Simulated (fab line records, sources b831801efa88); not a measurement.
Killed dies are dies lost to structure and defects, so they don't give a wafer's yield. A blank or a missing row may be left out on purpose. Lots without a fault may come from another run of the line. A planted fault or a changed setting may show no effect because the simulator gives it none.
A struck lot beside a sound one | flow sky130 | 14 steps out of a route of 708
Sound: wafers L771.2, L771.4, L771.5. Struck: wafers L762.1, L762.4, L762.5. The cause comes at the end.
At each step with rows: each side's tool, then ch and its chambers, then its first start. Under that, the readings that differ: sound wafers | struck wafers | difference of the means | sigmas: that difference in standard deviations of wafers without a fault.
alike: readings whose means differ by less than 2 such deviations, and words and numbers that are the same on both sides. not compared: withheld readings, readings that some wafer has no value for, bounds like >300 that may hide the same value, and numbers for which the record gives no deviation and whose values overlap.
The two part at a step that has a row with sigmas, a row that says differs or no value, or rows on one side only. Numbers that don't overlap but have no deviation are shown without sigmas and don't part them. A reading that every wafer of one side lacks parts them only if that side has two wafers or more.

first, 1 step without rows for these wafers: SKY_CAPM_DEVELOP_11 (develop time 60 s).
SKY_CAPM_OVL_MEAS_12:
  sound on overlay-01, day 41 22:52; struck on overlay-02, day 39 00:13
  alike: CAPM_OVL
SKY_CAPM_METAL_ETCH_13: etches TiN in Cl2/BCl3, stops on SiO2, target depth 220 nm, time 62.9 s.
  sound on rie_metal-02 ch 1, day 41 22:53; struck on rie_metal-01 ch 0,1, day 39 00:16
  alike: chamber_pressure_mTorr, drypump_motor_current_A, oes_product_au, throttle_valve_pct
  not compared: rf_hours_counter_h
SKY_CAPM_STRIP_14: strips in O2/N2.
  sound on plasma_asher-02 ch 1, day 41 22:58; struck on plasma_asher-02 ch 0,1, day 39 00:20
  alike: chamber_pressure_mTorr, drypump_motor_current_A, oes_product_au, strip_time_to_endpoint_s
  not compared: rf_hours_counter_h
then, 8 steps without rows for these wafers: SKY_CAPM_STRIP_15 (strips in post etch residue remover, time 1200 s); SKY_CAPM_CLEAN_16 (cleans in IPA, time 180 s); SKY_CAPM_CLEAN_17 (cleans in O3/DIW); SKY_METAL3_DEHYDRATE_05 (time 60 s); SKY_METAL3_HMDS_06 (prime time 60 s); SKY_METAL3_COAT_07 (resist thk 60 nm); SKY_METAL3_COAT_08 (resist thk 1140 nm); SKY_METAL3_SOFTBAKE_09 (time 90 s).
SKY_METAL3_EXPOSE_10: exposes mask MM3, target cd 300 nm.
  sound on krf_scanner-02 ch 0, day 42 11:10; struck on krf_scanner-02, day 39 13:30
  no value came back on the struck wafers for exposure_dose_mJ_cm2, focus_offset_nm (nm), reticle_temp_C (C); on the sound wafers exposure_dose_mJ_cm2 reads 28.017 27.973 28.020
  alike: mask
then, 1 step without rows for these wafers: SKY_METAL3_PEB_11.

WHERE THEY PART
Only at SKY_METAL3_EXPOSE_10, within this record.

WHY: what the simulator had put in
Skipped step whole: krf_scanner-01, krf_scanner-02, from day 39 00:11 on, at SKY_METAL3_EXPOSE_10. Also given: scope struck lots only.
